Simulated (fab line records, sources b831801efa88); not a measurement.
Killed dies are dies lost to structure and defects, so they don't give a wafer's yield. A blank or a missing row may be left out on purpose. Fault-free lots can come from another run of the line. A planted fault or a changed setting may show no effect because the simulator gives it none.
Which tool did it?	flow sky130	13 lots, 39 wafers sampled, at 4 steps of a route of 708

== WHAT EACH GAUGE READ, for each wafer ==
SKY_NWELL_OVL_MEAS_10.
lot	measured	on	NWELL_00_OVL (nm)
L928	day 4 14:08	overlay-02	0.2 0.0 -1.0
L929	day 4 21:17	overlay-02	-2.0 -1.1 -2.3
L930	day 4 23:54	overlay-01	0.3 1.5 2.5
L932	day 5 16:04	overlay-02	-2.1 -0.8 0.5
L934	day 5 22:49	overlay-02	0.8 -1.4 -0.2
L935	day 6 06:38	overlay-02	-1.3 -2.3 -2.5
L938	day 7 00:39	overlay-01	- - -
L940	day 7 09:43	overlay-01	-0.7 -0.8 -1.5
L947	day 9 09:26	overlay-01	2.4 -1.4 1.7
L948	day 9 15:14	overlay-02	-1.7 -0.8 -0.7
L949	day 9 19:11	overlay-02	-1.0 0.1 0.2
L950	day 9 22:44	overlay-02	-1.6 -2.9 -2.1
L951	day 10 06:52	overlay-02	-0.9 -0.6 -0.1

SKY_NWELL_TW_MEAS_15.
lot	measured	on	NWELL_TW
L928	day 4 14:44	film metro-02	1800 1795 1812
L929	day 4 21:53	film metro-03	1784 1796 1795
L930	day 5 00:29	film metro-01	1809 1808 1804
L932	day 5 16:38	film metro-02	1814 1824 1830
L934	day 5 23:25	film metro-02	1817 1828 1816
L935	day 6 07:14	film metro-02	1809 1805 1811
L938	day 7 01:14	film metro-01	30 30 30
L940	day 7 10:18	film metro-03	1809 1809 1814
L947	day 9 10:02	film metro-01	1802 1818 1816
L948	day 9 15:49	film metro-03	1792 1792 1786
L949	day 9 19:46	film metro-02	1820 1822 1816
L950	day 9 23:20	film metro-02	1825 1824 1830
L951	day 10 07:28	film metro-03	1785 1779 1789

SKY_NWELL_TW_MEAS_26.
lot	measured	on	NWELL_2_TW
L928	day 5 09:05	film metro-03	486 489 489
L929	day 5 16:00	film metro-02	496 497 498
L930	day 5 19:33	film metro-03	489 491 488
L932	day 6 10:41	film metro-02	492 492 492
L934	day 6 18:37	film metro-02	493 495 493
L935	day 7 02:59	film metro-01	493 495 492
L938	day 7 20:59	film metro-03	1811 1811 1804
L940	day 8 06:53	film metro-01	496 499 496
L947	day 10 08:29	film metro-03	486 489 486
L948	day 10 14:17	film metro-03	487 489 487
L949	day 10 18:34	film metro-03	486 485 487
L950	day 10 22:40	film metro-03	485 487 489
L951	day 11 06:16	film metro-01	494 494 495

== EACH LOT AND THE TOOL THAT RAN IT (in order: tool; ch and the chambers of the sampled wafers; start) ==
lot	SKY_NWELL_EXPOSE_07
L928	iline stepper-02 ch 0, day 4 05:52
L929	iline stepper-02 ch 0, day 4 12:42
L930	iline stepper-02 ch 0, day 4 15:04
L932	iline stepper-02 ch 0, day 5 07:14
L934	iline stepper-01 ch 0, day 5 14:05
L935	iline stepper-02 ch 0, day 5 22:04
L938	iline stepper-02 ch 0, day 6 15:35
L940	iline stepper-02 ch 0, day 6 23:43
L947	iline stepper-02 ch 0, day 8 22:26
L948	iline stepper-02 ch 0, day 9 04:28
L949	iline stepper-01 ch 0, day 9 08:33
L950	iline stepper-02 ch 0, day 9 12:22
L951	iline stepper-02 ch 0, day 9 19:32
- SKY_NWELL_EXPOSE_07: exposes mask NWM, target cd 840 nm.

== AS READ BY THE TOOLS THEMSELVES (means over the sampled wafers that have a number; for cases with no such wafer, the mark the record gives instead) ==
The record holds no such reading with a usual standard deviation.

== THE ANSWER, worked out from the rows above alone ==
Rule: what is usual is taken from the lots themselves. The widest of any qualifying gaps counts: lots, ordered by their means at a reading, are off when they make up no more than a third of the lots, leave a main group of 4 or more, and stand apart from it by 3 or more times the standard deviation of that group's means. The tables above print the reading to a certain number of digits; a main group whose means all agree to those digits is not used. A lot without any number at a reading at which 4 lots or more have one is off too. Any other lot the step has rows for is counted as sound. First the gauges in route order, then the tools' own readings, where a lot's mean is used as printed above. The first step at which some lot is off is used, and at that step the reading that is off furthest; a lot without a number counts as furthest.
Off: at SKY_NWELL_OVL_MEAS_10 (NWELL_00_OVL), L938. Without a number there: L938. The main group has a mean of -0.7 nm with a standard deviation of 1.
If a tool, at a process step before that reading, ran all the lots that are off and no sound lot after the first of them, it fits. Not tried: the gauges at SKY_NWELL_OVL_MEAS_10; whatever is off there is also off at SKY_NWELL_TW_MEAS_15, on other tools, and gauge error can't account for it. None of those tried fits.

== WHAT THE SIMULATOR PUT IN ==
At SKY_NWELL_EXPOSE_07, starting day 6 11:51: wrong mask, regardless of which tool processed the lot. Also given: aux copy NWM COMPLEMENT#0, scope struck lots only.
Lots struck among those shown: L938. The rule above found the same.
